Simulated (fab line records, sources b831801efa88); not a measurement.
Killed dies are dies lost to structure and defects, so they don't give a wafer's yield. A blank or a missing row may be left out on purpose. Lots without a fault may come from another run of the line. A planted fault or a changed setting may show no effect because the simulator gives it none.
A struck lot beside a sound one | flow gf180mcu | 14 steps out of a route of 602
Sound: wafers L111.3, L111.4, L111.5. Struck: wafers L117.1, L117.3, L117.5. The cause comes at the end.
At each step with rows: each side's tool, then ch and its chambers, then its first start. Under that, the readings that differ: sound wafers | struck wafers | difference of the means | sigmas: that difference in standard deviations of wafers without a fault.
alike: readings whose means differ by less than 2 such deviations, and words and numbers that are the same on both sides. not compared: withheld readings, readings that some wafer has no value for, bounds like >300 that may hide the same value, and numbers for which the record gives no deviation and whose values overlap.
The two part at a step that has a row with sigmas, a row that says differs or no value, or rows on one side only. Numbers that don't overlap but have no deviation are shown without sigmas and don't part them. A reading that every wafer of one side lacks parts them only if that side has two wafers or more.

first, 6 steps without rows for these wafers: GF_M2_HMDS_08 (prime time 60 s); GF_M2_COAT_09 (resist thk 1000 nm); GF_M2_SOFTBAKE_10 (time 60 s); GF_M2_EXPOSE_11 (exposes mask Metal2, target cd 280 nm); GF_M2_PEB_12 (peb time 90 s); GF_M2_DEVELOP_13 (develop time 60 s).
GF_M2_CD_MEAS_14: target cd 280 nm.
  sound on cd_sem-01, day 23 05:35; struck on cd_sem-01, day 25 02:59
  alike: cd_nm
GF_M2_OVL_MEAS_15:
  sound on overlay-02, day 23 05:41; struck on overlay-02, day 25 03:07
  alike: M2_OVL
GF_M2_METAL_ETCH_16: etches the open film in Cl2/BCl3, stops on SiO2, target depth 750.8 nm, time 125.1 s.
  sound on rie_metal-03 ch 0,1, day 23 05:45; struck on rie_metal-03 ch 0,1, day 25 03:09
  alike: drypump_motor_current_A, oes_product_au, rf_fwd_power_W, throttle_valve_pct
  not compared: rf_hours_counter_h
GF_M2_STRIP_17: strips in O2/N2.
  sound on plasma_asher-02 ch 0,1, day 23 05:52; struck on plasma_asher-03 ch 0,1, day 25 03:17
  reading               | sound             | struck            | difference | sigmas
  oes_product_au (a.u.) | 0.543 0.546 0.549 | 0.535 0.530 0.539 | -0.011     | -2
  alike: drypump_motor_current_A, heater_power_w, strip_time_to_endpoint_s
  not compared: rf_hours_counter_h
then, 2 steps without rows for these wafers: GF_M2_STRIP_18 (strips in post etch residue remover, time 1200 s); GF_M2_CLEAN_19 (cleans in DIW).
GF_V2_CVD_00: deposits SiO2, target thk 600 nm, time 100 s.
  sound on hdpcvd-01 ch 0,1,2, day 23 06:22; struck on hdpcvd-01 ch 1,2, day 25 03:49
  no value came back on the struck wafers for pressure_mtorr (mTorr), run_length_s (s); on the sound wafers pressure_mtorr (mTorr) reads 6.028 5.989 5.995
GF_PASSIVATION_PROBE_99:
  the record has rows for the sound wafers here (prober-01, day 32 08:59) and none for the struck ones

WHERE THEY PART
First at GF_M2_STRIP_17; last, within this record, at GF_PASSIVATION_PROBE_99.

WHY: what the simulator had put in
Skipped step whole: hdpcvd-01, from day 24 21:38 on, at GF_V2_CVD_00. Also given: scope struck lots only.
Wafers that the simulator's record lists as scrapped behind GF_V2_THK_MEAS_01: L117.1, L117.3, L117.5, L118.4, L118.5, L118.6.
